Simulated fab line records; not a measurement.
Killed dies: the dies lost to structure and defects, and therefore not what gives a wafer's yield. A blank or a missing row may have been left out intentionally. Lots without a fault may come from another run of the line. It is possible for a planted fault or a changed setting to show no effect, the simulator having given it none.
What tool caused it? :: flow sky130 :: Sampling: 13 lots, 39 wafers, 4 of 708 route steps

WHAT EACH GAUGE READ, for each wafer
SKY_DNWELL_TW_MEAS_09. Usual: for DNWELL_TW the level is 1108 and the standard deviation is 6.1.
lot: L490
measured: day 3 09:47
on: film_metro-01
DNWELL_TW: 1110 1102 1107
flag: 

lot: L492
measured: day 3 19:05
on: film_metro-01
DNWELL_TW: 1108 1104 1105
flag: 

lot: L497
measured: day 4 23:10
on: film_metro-03
DNWELL_TW: 1118 1108 1114
flag: 

lot: L498
measured: day 5 09:28
on: film_metro-01
DNWELL_TW: 1104 1109 1105
flag: 

lot: L499
measured: day 5 15:52
on: film_metro-03
DNWELL_TW: 1109 1109 1110
flag: 

lot: L500
measured: day 5 20:52
on: film_metro-02
DNWELL_TW: 1109 1109 1118
flag: 

lot: L502
measured: day 6 04:41
on: film_metro-03
DNWELL_TW: 1110 1114 1105
flag: 

lot: L503
measured: day 6 06:08
on: film_metro-01
DNWELL_TW: 1388 1388 1382
flag: OFF

lot: L504
measured: day 6 19:53
on: film_metro-03
DNWELL_TW: 1106 1106 1108
flag: 

lot: L506
measured: day 7 05:17
on: film_metro-02
DNWELL_TW: 1111 1115 1106
flag: 

lot: L508
measured: day 7 11:56
on: film_metro-03
DNWELL_TW: 1103 1110 1105
flag: 

lot: L509
measured: day 7 16:43
on: film_metro-03
DNWELL_TW: 1381 1389 1385
flag: OFF

lot: L510
measured: day 8 00:39
on: film_metro-01
DNWELL_TW: 1098 1101 1097
flag: 

SKY_LDD_N_TW_MEAS_17. Usual: for LDD_N_TW the level is 2577 and the standard deviation is 16.
lot: L490
measured: day 18 03:37
on: film_metro-04
LDD_N_TW: 2600 2598 2578
flag: 

lot: L492
measured: day 18 18:37
on: film_metro-02
LDD_N_TW: 2573 2570 2589
flag: 

lot: L497
measured: day 20 17:14
on: film_metro-01
LDD_N_TW: 2553 2540 2545
flag: 

lot: L498
measured: day 21 11:37
on: film_metro-02
LDD_N_TW: 2583 2577 2592
flag: 

lot: L499
measured: day 21 22:47
on: film_metro-01
LDD_N_TW: 2577 2565 2591
flag: 

lot: L500
measured: day 22 05:41
on: film_metro-02
LDD_N_TW: 2586 2575 2565
flag: 

lot: L502
measured: day 22 14:43
on: film_metro-01
LDD_N_TW: 2565 2563 2579
flag: 

lot: L503
measured: day 22 19:35
on: film_metro-01
LDD_N_TW: 2574 2566 2568
flag: 

lot: L504
measured: day 23 16:13
on: film_metro-01
LDD_N_TW: 2562 2554 2569
flag: 

lot: L506
measured: day 24 09:30
on: film_metro-01
LDD_N_TW: 2567 2562 2558
flag: 

lot: L508
measured: day 24 15:46
on: film_metro-01
LDD_N_TW: 2576 2549 2559
flag: 

lot: L509
measured: day 24 23:41
on: film_metro-04
LDD_N_TW: 2581 2581 2595
flag: 

lot: L510
measured: day 25 08:08
on: film_metro-04
LDD_N_TW: 2593 2588 2584
flag: 

SKY_SD_P_OVL_MEAS_08. Usual: for SD_P_OVL the level is 0.8 nm and the standard deviation is 1.2.
lot: L490
measured: day 25 19:25
on: overlay-02
SD_P_OVL (nm): -1.2 -1.3 1.9
flag: 

lot: L492
measured: day 26 10:01
on: overlay-01
SD_P_OVL (nm): -0.2 0.1 1.1
flag: 

lot: L497
measured: day 28 04:58
on: overlay-01
SD_P_OVL (nm): -0.8 1.2 0.0
flag: 

lot: L498
measured: day 28 23:58
on: overlay-02
SD_P_OVL (nm): -0.1 -0.2 0.9
flag: 

lot: L499
measured: day 29 08:34
on: overlay-02
SD_P_OVL (nm): 1.4 -0.5 0.2
flag: 

lot: L500
measured: day 29 16:40
on: overlay-02
SD_P_OVL (nm): -0.7 1.5 1.3
flag: 

lot: L502
measured: day 30 00:55
on: overlay-02
SD_P_OVL (nm): 2.1 0.9 -1.2
flag: 

lot: L503
measured: day 30 04:48
on: overlay-01
SD_P_OVL (nm): 2.7 1.4 2.8
flag: 

lot: L504
measured: day 30 23:22
on: overlay-02
SD_P_OVL (nm): 0.4 -0.9 0.5
flag: 

lot: L506
measured: day 31 14:15
on: overlay-01
SD_P_OVL (nm): 1.0 0.2 -0.5
flag: 

lot: L508
measured: day 31 19:57
on: overlay-01
SD_P_OVL (nm): -0.5 -1.6 2.5
flag: 

lot: L509
measured: day 32 03:32
on: overlay-02
SD_P_OVL (nm): 0.3 1.4 -0.9
flag: 

lot: L510
measured: day 32 11:42
on: overlay-01
SD_P_OVL (nm): 2.9 2.8 4.1
flag: 

WHAT TOOL EACH LOT RAN ON (gives the tool, then ch and the chambers of the sampled wafers, and finally the start)
lot: L490
SKY_DNWELL_IMPLANT_07: implanter-03 ch 0, day 3 09:32

lot: L492
SKY_DNWELL_IMPLANT_07: implanter-03 ch 0, day 3 18:50

lot: L497
SKY_DNWELL_IMPLANT_07: implanter-04 ch 0, day 4 22:56

lot: L498
SKY_DNWELL_IMPLANT_07: implanter-03 ch 0, day 5 09:16

lot: L499
SKY_DNWELL_IMPLANT_07: implanter-03 ch 0, day 5 15:37

lot: L500
SKY_DNWELL_IMPLANT_07: implanter-03 ch 0, day 5 20:37

lot: L502
SKY_DNWELL_IMPLANT_07: implanter-01 ch 0, day 6 04:26

lot: L503
SKY_DNWELL_IMPLANT_07: implanter-01 ch 0, day 6 05:35

lot: L504
SKY_DNWELL_IMPLANT_07: implanter-01 ch 0, day 6 19:38

lot: L506
SKY_DNWELL_IMPLANT_07: implanter-03 ch 0, day 7 05:04

lot: L508
SKY_DNWELL_IMPLANT_07: implanter-04 ch 0, day 7 11:42

lot: L509
SKY_DNWELL_IMPLANT_07: implanter-03 ch 0, day 7 16:08

lot: L510
SKY_DNWELL_IMPLANT_07: implanter-04 ch 0, day 8 00:25
- SKY_DNWELL_IMPLANT_07

WHAT THE TOOLS THEMSELVES READ (means of the sampled wafers that have a number; where no wafer has one, the mark that the record gives instead)
The record holds no such reading with a usual standard deviation.

THE ANSWER, worked out from the rows above alone
Rule: a lot counts as off when the mean over its wafers that have a number is more than 3 standard deviations away from the usual mean. A lot without any number at a reading at which 4 lots or more have one is off too. All remaining lots with rows at the step are treated as sound. The gauges are gone through in route order, then the tools' own readings, and for those a lot's mean is taken as printed above. At the first step where some lot is off, the reading lying furthest off is the one used; lots without a number count as furthest.
Off: L503, L509, seen at SKY_DNWELL_TW_MEAS_09 (DNWELL_TW).
A tool fits if, at a process step before that reading, it ran every lot that is off, and no sound lot after the first of them. The gauges at SKY_DNWELL_TW_MEAS_09 are tried like those tools. None of those tried fits.

WHAT HAD BEEN PUT IN BY THE SIMULATOR
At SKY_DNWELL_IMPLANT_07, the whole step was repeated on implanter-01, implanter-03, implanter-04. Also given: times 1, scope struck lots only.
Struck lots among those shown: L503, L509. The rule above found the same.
